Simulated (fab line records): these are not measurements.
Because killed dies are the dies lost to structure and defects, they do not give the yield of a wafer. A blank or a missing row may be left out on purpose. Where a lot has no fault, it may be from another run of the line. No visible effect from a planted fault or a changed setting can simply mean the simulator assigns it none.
Chamber matching + flow gf180mcu + 4 sister chambers for GF_V5_CMP_04 on cmp-02
The step polishes SiO2. 4 wafers are shown with their chamber, then 9 later ones without.

== WAFERS WITH THEIR CHAMBER ==
| wafer  | chamber | motor current A (A) |
|--------|---------|---------------------|
| L181.5 | 3       | 11.2                |
| L185.1 | 2       | 12.8                |
| L185.2 | 1       | 14.1                |
| L185.3 | 0       | 12.2                |

== WAFERS WHOSE CHAMBER IS MISSING ==
| wafer  | motor current A (A) |
|--------|---------------------|
| L186.2 | 12.9                |
| L186.3 | 10.6                |
| L186.6 | 11.2                |
| L188.2 | 14.5                |
| L188.3 | 12.1                |
| L188.4 | 13.2                |
| L190.1 | 12.6                |
| L190.3 | 10.9                |
| L190.6 | 13.5                |

== EACH ONE'S CHAMBER ==
| wafer  | from the rows above          | in truth |
|--------|------------------------------|----------|
| L186.2 | can't be placed: 2 or 0      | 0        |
| L186.3 | 3                            | 3        |
| L186.6 | 3                            | 3        |
| L188.2 | 1                            | 1        |
| L188.3 | can't be placed: 0 or 2      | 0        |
| L188.4 | can't be placed: 2 or 1 or 0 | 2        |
| L190.1 | can't be placed: 2 or 0      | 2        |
| L190.3 | 3                            | 3        |
| L190.6 | can't be placed: 1 or 2 or 0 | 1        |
Correctly placed: 4 of 9. From these rows, 5 cannot be placed; in 5 the true chamber is one of the candidates. Number placed wrongly: 0.
How it was worked out, from the rows above alone: a wafer's distance from a chamber is the root of the sum, over the readings, of the square of ((its reading less the chamber's mean) divided by the reading's scatter). If the next closest chamber is less than 2 further off than the closest, the wafer can't be placed; otherwise it belongs to the closest. The mean given for a chamber averages the wafers shown for that chamber. The scatter: with one shown wafer a chamber, the root of the mean of the squares of how far each hidden wafer lies from its nearest shown one.
